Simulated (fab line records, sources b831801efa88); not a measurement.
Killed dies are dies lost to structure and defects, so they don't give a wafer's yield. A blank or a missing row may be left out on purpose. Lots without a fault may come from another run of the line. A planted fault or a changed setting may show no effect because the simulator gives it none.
Chamber matching | flow gf180mcu | GF_STI_CMP_25 on cmp-02: 4 sister chambers
The step polishes, stops on Si3N4, t overpolish 33 s, target thk 524.6 nm. 4 wafers are shown with their chamber, then 9 later ones without.

WAFERS WITH THEIR CHAMBER
wafer  | chamber | time_to_endpoint_s (s)
L812.6 | 3       | 122
L816.3 | 0       | 125
L816.6 | 2       | 123
L824.5 | 1       | 123

WAFERS WITHOUT THEIR CHAMBER
wafer  | time_to_endpoint_s (s)
L827.2 | 126
L827.3 | 124
L827.6 | 127
L828.3 | 121
L828.5 | 130
L828.6 | 120
L829.1 | 122
L829.4 | 127
L829.5 | 126

WHICH CHAMBER EACH WENT THROUGH
wafer  | from the rows above               | in truth
L827.2 | can't be placed: 0 or 1 or 2 or 3 | 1
L827.3 | can't be placed: 0 or 1 or 2 or 3 | 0
L827.6 | can't be placed: 0 or 1 or 2 or 3 | 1
L828.3 | can't be placed: 3 or 1 or 2 or 0 | 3
L828.5 | can't be placed: 0 or 1 or 2 or 3 | 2
L828.6 | can't be placed: 3 or 1 or 2 or 0 | 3
L829.1 | can't be placed: 3 or 1 or 2 or 0 | 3
L829.4 | can't be placed: 0 or 1 or 2 or 3 | 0
L829.5 | can't be placed: 0 or 1 or 2 or 3 | 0
Placed correctly: 0 of 9. Can't be placed from these rows: 9 (the true chamber is among the candidates in 9). Placed wrongly: 0.
How it was worked out, from the rows above alone: a wafer's distance from a chamber is the root of the sum, over the readings, of the square of ((its reading less the chamber's mean) divided by the reading's scatter). The wafer belongs to the nearest chamber; if the next one is less than 2 further off, it can't be placed. A chamber's mean is the mean of its shown wafers. The scatter: with one shown wafer a chamber, the root of the mean of the squares of how far each hidden wafer lies from its nearest shown one.
